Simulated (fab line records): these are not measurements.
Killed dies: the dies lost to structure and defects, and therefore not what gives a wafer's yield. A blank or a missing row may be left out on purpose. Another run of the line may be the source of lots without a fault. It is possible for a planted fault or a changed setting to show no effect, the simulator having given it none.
Lot-split experiment + flow sfq_line + route with 325 steps; 5 lots, 23 wafers read

ABOUT THE SPLIT
At SFQ_TRILAYER_I2_VIA_LITHO_COAT_067 (resist thk 650 nm), the setting resist_thk_nm was moved away from the recipe's 650 nm on 7 of the 23 wafers read, by +2.2% to +5.8%. For the rest of the wafers, this setting stayed at what the recipe calls for.

FROM THE SPLIT TO THE READING: what the file shows between them, 4 steps
- SFQ_TRILAYER_I2_VIA_LITHO_SOFTBAKE_071
- SFQ_TRILAYER_I2_VIA_LITHO_EXPOSE_068: exposes mask I2, target cd 500 nm
- SFQ_TRILAYER_I2_VIA_LITHO_DEVELOP_069: time 60 s
- SFQ_TRILAYER_I2_VIA_BARC_OPEN_VIA_ETCH_096: etches BARC in O2, target depth 125 nm, time 41.7 s

THE READING
KrF_of_TRILAYER_I2_VIA_LITHO_COAT_067.thk_nm (the simulator's own value, which no gauge read), in nm, at SFQ_TRILAYER_I2_VIA_ETCH_VIA_ETCH_070 (etches SiO2 in CHF3, stops on Nb, target depth 260 nm). The file does not state a usual value for it. The 16 wafers here that ran the recipe average 527.2 nm, standard deviation 2.1 nm.

| wafer  | tool, chamber at the split | resist_thk_nm as run, nm | against the recipe | KrF_of_TRILAYER_I2_VIA_LITHO_COAT_067.thk_nm, nm | against lot-mates on the recipe |
|--------|----------------------------|--------------------------|--------------------|--------------------------------------------------|---------------------------------|
| L076.1 | litho_track-01, 0          | 650                      | recipe             | 527.2                                            | -                               |
| L076.2 | litho_track-01, 0          | 650                      | recipe             | 524                                              | -                               |
| L076.3 | litho_track-01, 0          | 687.8                    | +5.8%              | 560                                              | +34.4                           |
| L076.4 | litho_track-01, 0          | 687.8                    | +5.8%              | 559.5                                            | +33.9                           |
| L076.5 | litho_track-01, 0          | 687.8                    | +5.8%              | 559.6                                            | +34.0                           |
| L077.1 | litho_track-01, 0          | 650                      | recipe             | 525.8                                            | -                               |
| L077.3 | litho_track-01, 0          | 682.7                    | +5.0%              | 561.9                                            | +35.2                           |
| L077.4 | litho_track-01, 0          | 650                      | recipe             | 527.1                                            | -                               |
| L077.5 | litho_track-01, 0          | 650                      | recipe             | 527.2                                            | -                               |
| L077.6 | litho_track-01, 0          | 682.7                    | +5.0%              | 559                                              | +32.3                           |
| L078.1 | litho_track-04, 0          | 664                      | +2.2%              | 539.8                                            | +13.8                           |
| L078.3 | litho_track-04, 0          | 664                      | +2.2%              | 539.6                                            | +13.6                           |
| L078.4 | litho_track-04, 0          | 650                      | recipe             | 529.1                                            | -                               |
| L078.5 | litho_track-04, 0          | 650                      | recipe             | 522.7                                            | -                               |
| L078.6 | litho_track-04, 0          | 650                      | recipe             | 526.2                                            | -                               |
| L080.1 | litho_track-04, 0          | 650                      | recipe             | 531                                              | -                               |
| L080.3 | litho_track-04, 0          | 650                      | recipe             | 527.8                                            | -                               |
| L080.4 | litho_track-04, 0          | 650                      | recipe             | 527.6                                            | -                               |
| L080.5 | litho_track-04, 0          | 650                      | recipe             | 525.7                                            | -                               |
| L080.6 | litho_track-04, 0          | 650                      | recipe             | 529.6                                            | -                               |
| L082.3 | litho_track-01, 0          | 650                      | recipe             | 528.8                                            | -                               |
| L082.4 | litho_track-01, 0          | 650                      | recipe             | 529.7                                            | -                               |
| L082.6 | litho_track-01, 0          | 650                      | recipe             | 525.9                                            | -                               |

FIT RESULTS
A straight line over all 23 wafers: KrF_of_TRILAYER_I2_VIA_LITHO_COAT_067.thk_nm changes by +5.91 nm for each +1% of resist_thk_nm; r = +0.99; the points scatter about the line by 2.3 nm.
The same after taking each lot's own level away (the mean of its wafers on the recipe; 23 wafers): +6.14 nm for each +1%; r = +0.99; scatter 2 nm.
On that fit, the largest move of resist_thk_nm shifts the reading by 36 nm.
From 525.60 to 528.34 nm: that is the span of the lots' own levels, equal to 1.3 times the standard deviation above.
Hence the lot-to-lot level has little effect on the slope; both slopes agree.
Check: for one of the wafers moved furthest among these (+5.8%), held out of the fit, the line's prediction against its lot-mates is +36.2 nm. Against them it came out at +34.4 nm.

THE OTHER SPLITS THESE WAFERS WENT THROUGH
Note: prior to the reading, these wafers also went through further splits. Each is held against what the fit with the lots' levels taken away leaves over:
| other split on the same wafers                 | wafers away from the commonest value | r with KrF_of_TRILAYER_I2_VIA_LITHO_COAT_067.thk_nm (lot level and that fit taken away) |
|------------------------------------------------|--------------------------------------|-----------------------------------------------------------------------------------------|
| SFQ_TRILAYER_I2_CMP_CMP_064 leave_above_ref_nm | 11                                   | -0.12                                                                                   |

THE WHOLE CHAIN: every reading that the file lists as answering this split, in the file's order
| step                                       | what it does                                          | reading                                                                                       | change (the file's fit)              | r (the file's) |
|--------------------------------------------|-------------------------------------------------------|-----------------------------------------------------------------------------------------------|--------------------------------------|----------------|
| SFQ_TRILAYER_I2_VIA_LITHO_COAT_067         | resist thk 650 nm                                     | KrF_of_TRILAYER_I2_VIA_LITHO_COAT_067.thk_nm (the simulator's own value, which no gauge read) | +6.43 nm for each +1% of the setting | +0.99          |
| SFQ_TRILAYER_I2_VIA_BARC_OPEN_VIA_ETCH_096 | etches BARC in O2, target depth 125 nm, time 41.7 s   | KrF_of_TRILAYER_I2_VIA_LITHO_COAT_067.thk_nm (the simulator's own value, which no gauge read) | +6.32 nm for each +1% of the setting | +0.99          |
| SFQ_TRILAYER_I2_VIA_ETCH_VIA_ETCH_070      | etches SiO2 in CHF3, stops on Nb, target depth 260 nm | KrF_of_TRILAYER_I2_VIA_LITHO_COAT_067.thk_nm (the simulator's own value, which no gauge read) | +6.24 nm for each +1% of the setting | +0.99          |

FILE'S OWN FIT
KrF_of_TRILAYER_I2_VIA_LITHO_COAT_067.thk_nm changes by +6.24 nm for each +1% of resist_thk_nm, r = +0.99.
